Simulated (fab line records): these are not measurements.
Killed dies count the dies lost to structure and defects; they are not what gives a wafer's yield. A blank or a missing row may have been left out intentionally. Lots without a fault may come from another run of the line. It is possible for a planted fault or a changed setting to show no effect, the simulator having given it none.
Matching of chambers :: flow sfqLine :: SFQ_TRILAYER_I2_CMP_CMP_064 on cmp-02: 4 sister chambers
The step polishes SiO2. 8 wafers are shown with their chamber, then 9 later ones without.

== WAFERS, EACH WITH ITS CHAMBER ==
wafer: L656.2
chamber: 2
motorCurrentA (A): 11.5
timeToEndpointS (s): 196

wafer: L659.5
chamber: 3
motorCurrentA (A): 10.6
timeToEndpointS (s): 215

wafer: L661.4
chamber: 2
motorCurrentA (A): 11.1
timeToEndpointS (s): 207

wafer: L661.6
chamber: 3
motorCurrentA (A): 10.7
timeToEndpointS (s): 215

wafer: L671.6
chamber: 0
motorCurrentA (A): 8.3
timeToEndpointS (s): 213

wafer: L672.3
chamber: 1
motorCurrentA (A): 10.8
timeToEndpointS (s): 211

wafer: L672.1
chamber: 0
motorCurrentA (A): 8.6
timeToEndpointS (s): 211

wafer: L672.6
chamber: 1
motorCurrentA (A): 10.1
timeToEndpointS (s): 222

== WAFERS WHOSE CHAMBER IS MISSING ==
wafer: L674.4
motorCurrentA (A): 11.1
timeToEndpointS (s): 221

wafer: L674.3
motorCurrentA (A): 11.0
timeToEndpointS (s): 213

wafer: L674.6
motorCurrentA (A): 11.2
timeToEndpointS (s): 216

wafer: L675.1
motorCurrentA (A): 11.5
timeToEndpointS (s): 219

wafer: L675.4
motorCurrentA (A): 10.2
timeToEndpointS (s): 228

wafer: L675.5
motorCurrentA (A): 11.3
timeToEndpointS (s): 221

wafer: L677.4
motorCurrentA (A): 11.6
timeToEndpointS (s): 207

wafer: L677.2
motorCurrentA (A): 10.4
timeToEndpointS (s): 214

wafer: L677.6
motorCurrentA (A): 11.2
timeToEndpointS (s): 213

== THE CHAMBER EACH PASSED THROUGH ==
wafer: L674.4
from the rows above: can't be placed: 3 or 1 or 2
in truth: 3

wafer: L674.3
from the rows above: can't be placed: 3 or 1 or 2
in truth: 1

wafer: L674.6
from the rows above: can't be placed: 3 or 1 or 2
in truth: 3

wafer: L675.1
from the rows above: can't be placed: 3 or 2 or 1
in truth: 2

wafer: L675.4
from the rows above: can't be placed: 1 or 3
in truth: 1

wafer: L675.5
from the rows above: can't be placed: 3 or 1 or 2
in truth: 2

wafer: L677.4
from the rows above: 2
in truth: 2

wafer: L677.2
from the rows above: can't be placed: 1 or 3
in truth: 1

wafer: L677.6
from the rows above: can't be placed: 3 or 2 or 1
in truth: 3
Correctly placed: 1 of 9. From these rows, 8 cannot be placed; in 8 the true chamber is one of the candidates. Number placed wrongly: 0.
How it was worked out, from the rows above alone: a wafer's distance from a chamber is the root of the sum, over the readings, of the square of ((its reading less the chamber's mean) divided by the reading's scatter). If the next closest chamber is less than 2 further off than the closest, the wafer can't be placed; otherwise it belongs to the closest. For every chamber, the mean is computed from those of its wafers that are shown. The scatter is the square root of a quotient: the sum, over the shown wafers, of each reading's squared deviation from its chamber's mean, divided by wafers minus chambers.
